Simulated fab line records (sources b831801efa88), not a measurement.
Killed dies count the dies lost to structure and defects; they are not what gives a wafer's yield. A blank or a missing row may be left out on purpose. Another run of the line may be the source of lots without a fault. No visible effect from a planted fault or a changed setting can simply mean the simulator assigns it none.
The tool behind it: which one? ; flow gf180mcu ; 33 wafers from 11 lots sampled at 5 of the route's 602 steps

## WHAT THE GAUGES SHOWED, per wafer
GF_VT_IMPLANT_OVL_MEAS_18. Usual: for VT_IMPLANT_01_OVL the level is 1.3 nm and the standard deviation is 1.3.
lot;measured;on;VT_IMPLANT_01_OVL (nm);flag
L253;day 6 18:55;overlay-02;-2.6 -0.7 0.9;
L254;day 7 01:09;overlay-01;0.6 3.0 2.1;
L255;day 7 08:37;overlay-01;2.4 3.8 2.1;
L256;day 7 13:10;overlay-01;1.8 1.5 2.2;
L258;day 8 02:49;overlay-02;1.9 0.9 1.5;
L259;day 8 10:43;overlay-02;-1.9 0.0 0.3;
L260;day 8 16:16;overlay-01;0.8 1.8 2.9;
L261;day 8 22:47;overlay-01;1.4 0.7 -0.5;
L262;day 9 02:31;overlay-01;2.3 0.6 3.9;
L263;day 9 15:29;overlay-01;-0.1 1.3 0.9;
L264;day 9 16:35;overlay-01;1.4 0.7 1.2;

GF_PSD_RS_MEAS_14: measures by four-point-probe. Usual: for NSD_RS the level is 46.12 ohm/sq and the standard deviation is 0.091.
lot;measured;on;NSD_RS (ohm/sq);flag
L253;day 14 22:14;film_metro-03;46.10 46.19 46.16;
L254;day 15 08:37;film_metro-02;45.92 45.94 45.97;
L255;day 15 17:01;film_metro-03;46.10 46.16 46.15;
L256;day 16 02:13;film_metro-03;46.17 46.00 46.17;
L258;day 16 16:40;film_metro-04;46.20 46.17 46.18;
L259;day 17 03:32;film_metro-03;46.14 46.09 46.17;
L260;day 17 06:28;film_metro-03;46.06 46.07 46.03;
L261;day 17 18:57;film_metro-02;46.06 45.97 46.04;
L262;day 18 00:37;film_metro-04;44.13 44.07 44.09;OFF
L263;day 18 20:44;film_metro-03;43.96 44.20 44.08;OFF
L264;day 18 22:14;film_metro-03;44.06 43.96 44.02;OFF

## TOOL THAT RAN EACH LOT (tool first, then ch and the chambers of the sampled wafers, then the start)
lot;GF_MVSD_STRIP_10;GF_NSD_IMPLANT_09;GF_NSD_STRIP_11
L253;plasma_asher-01 ch 0,1, day 4 22:41;implanter-02 ch 0, day 14 00:59;plasma_asher-04 ch 0,1, day 14 01:17
L254;plasma_asher-04 ch 0,1, day 5 04:26;implanter-02 ch 0, day 14 06:06;plasma_asher-01 ch 0,1, day 14 06:22
L255;plasma_asher-04 ch 0,1, day 5 11:08;implanter-04 ch 0, day 14 18:28;plasma_asher-03 ch 0,1, day 14 18:46
L256;plasma_asher-02 ch 0,1, day 5 14:43;implanter-01 ch 0, day 15 03:45;plasma_asher-03 ch 0,1, day 15 04:02
L258;plasma_asher-02 ch 0,1, day 6 03:40;implanter-04 ch 0, day 15 17:04;plasma_asher-03 ch 0,1, day 15 17:22
L259;plasma_asher-04 ch 0,1, day 6 10:43;implanter-01 ch 0, day 16 03:56;plasma_asher-01 ch 0, day 16 04:14
L260;plasma_asher-02 ch 0,1, day 6 16:37;implanter-04 ch 0, day 16 07:38;plasma_asher-03 ch 0,1, day 16 07:56
L261;plasma_asher-01 ch 0,1, day 6 21:53;implanter-04 ch 0, day 16 19:27;plasma_asher-04 ch 0,1, day 16 19:44
L262;plasma_asher-02 ch 0,1, day 7 01:51;implanter-04 ch 0, day 17 00:22;plasma_asher-04 ch 0,1, day 17 00:58
L263;plasma_asher-02 ch 0,1, day 7 13:13;implanter-02 ch 0, day 17 19:58;plasma_asher-03 ch 0,1, day 17 20:32
L264;plasma_asher-04 ch 0,1, day 7 14:13;implanter-02 ch 0, day 17 21:00;plasma_asher-01 ch 0,1, day 17 21:35
- GF_MVSD_STRIP_10: strips in O2/N2.
- GF_NSD_IMPLANT_09
- GF_NSD_STRIP_11: strips in O2/N2.

## WHAT THE TOOLS THEMSELVES READ (means of the sampled wafers that have a number; where no wafer has one, the mark that the record gives instead)
GF_MVSD_STRIP_10. Usual: drypump_motor_current_A 5.5 A, standard deviation 0.3; heater_power_w 315 W, standard deviation 17; oes_product_au 0.723 a.u., standard deviation 0.0045; strip_time_to_endpoint_s 37.00 s, standard deviation 0.12.
lot;tool;drypump_motor_current_A (A);heater_power_w (W);oes_product_au (a.u.);strip_time_to_endpoint_s (s);flag
L253;plasma_asher-01;5.6;322;0.723;37.04;
L254;plasma_asher-04;5.2;297;0.724;37.04;
L255;plasma_asher-04;5.2;297;0.729;36.82;
L256;plasma_asher-02;6.0;330;0.723;36.93;
L258;plasma_asher-02;5.9;331;0.720;37.04;
L259;plasma_asher-04;5.2;298;0.722;37.02;
L260;plasma_asher-02;5.9;324;0.724;37.00;
L261;plasma_asher-01;5.5;324;0.723;37.00;
L262;plasma_asher-02;5.9;336;0.723;36.76;
L263;plasma_asher-02;5.9;324;0.720;37.00;
L264;plasma_asher-04;5.3;297;0.725;36.96;

GF_NSD_IMPLANT_09. Usual: tilt_deg 6.998 degrees, standard deviation 0.019.
lot;tool;tilt_deg (degrees);flag
L253;implanter-02;6.995;
L254;implanter-02;7.005;
L255;implanter-04;7.022;
L256;implanter-01;7.000;
L258;implanter-04;6.991;
L259;implanter-01;6.986;
L260;implanter-04;7.014;
L261;implanter-04;6.997;
L262;implanter-04;7.003;
L263;implanter-02;6.997;
L264;implanter-02;7.005;

GF_NSD_STRIP_11. Usual: drypump_motor_current_A 5.7 A, standard deviation 0.55; heater_power_w 323 W, standard deviation 26; oes_product_au 0.486 a.u., standard deviation 0.0046; strip_time_to_endpoint_s 22.97 s, standard deviation 0.04.
lot;tool;drypump_motor_current_A (A);heater_power_w (W);oes_product_au (a.u.);strip_time_to_endpoint_s (s);flag
L253;plasma_asher-04;5.2;293;0.487;23.05;
L254;plasma_asher-01;5.5;319;0.485;22.99;
L255;plasma_asher-03;5.9;329;0.482;22.95;
L256;plasma_asher-03;6.3;347;0.482;22.99;
L258;plasma_asher-03;5.9;331;0.486;22.92;
L259;plasma_asher-01;5.5;315;0.491;23.00;
L260;plasma_asher-03;6.3;343;0.487;22.94;
L261;plasma_asher-04;5.2;291;0.484;22.98;
L262;plasma_asher-04;5.2;295;0.476;24.09;OFF
L263;plasma_asher-03;6.2;348;0.474;24.09;OFF
L264;plasma_asher-01;5.6;328;0.473;24.09;OFF

## THE ANSWER, worked out from the rows above alone
Rule: take the mean of a lot's wafers that have a number; if it is more than 3 standard deviations from the usual mean, the lot is off. A lot without any number at a reading at which 4 lots or more have one is off too. Any other lot the step has rows for is counted as sound. The gauges are gone through in route order, then the tools' own readings, and for those a lot's mean is taken as printed above. At the first step where some lot is off, the reading lying furthest off is the one used; lots without a number count as furthest.
Off: L262, L263, L264, at GF_PSD_RS_MEAS_14 (NSD_RS).
A tool fits if, at a process step before that reading, it ran every lot that is off, and no sound lot after the first of them. Not tried: the gauges at GF_PSD_RS_MEAS_14; whatever is off there is also off at GF_NSD_STRIP_11, on other tools, and gauge error can't account for it. None of those tried fits.

## WHAT THE SIMULATOR HAD PUT IN
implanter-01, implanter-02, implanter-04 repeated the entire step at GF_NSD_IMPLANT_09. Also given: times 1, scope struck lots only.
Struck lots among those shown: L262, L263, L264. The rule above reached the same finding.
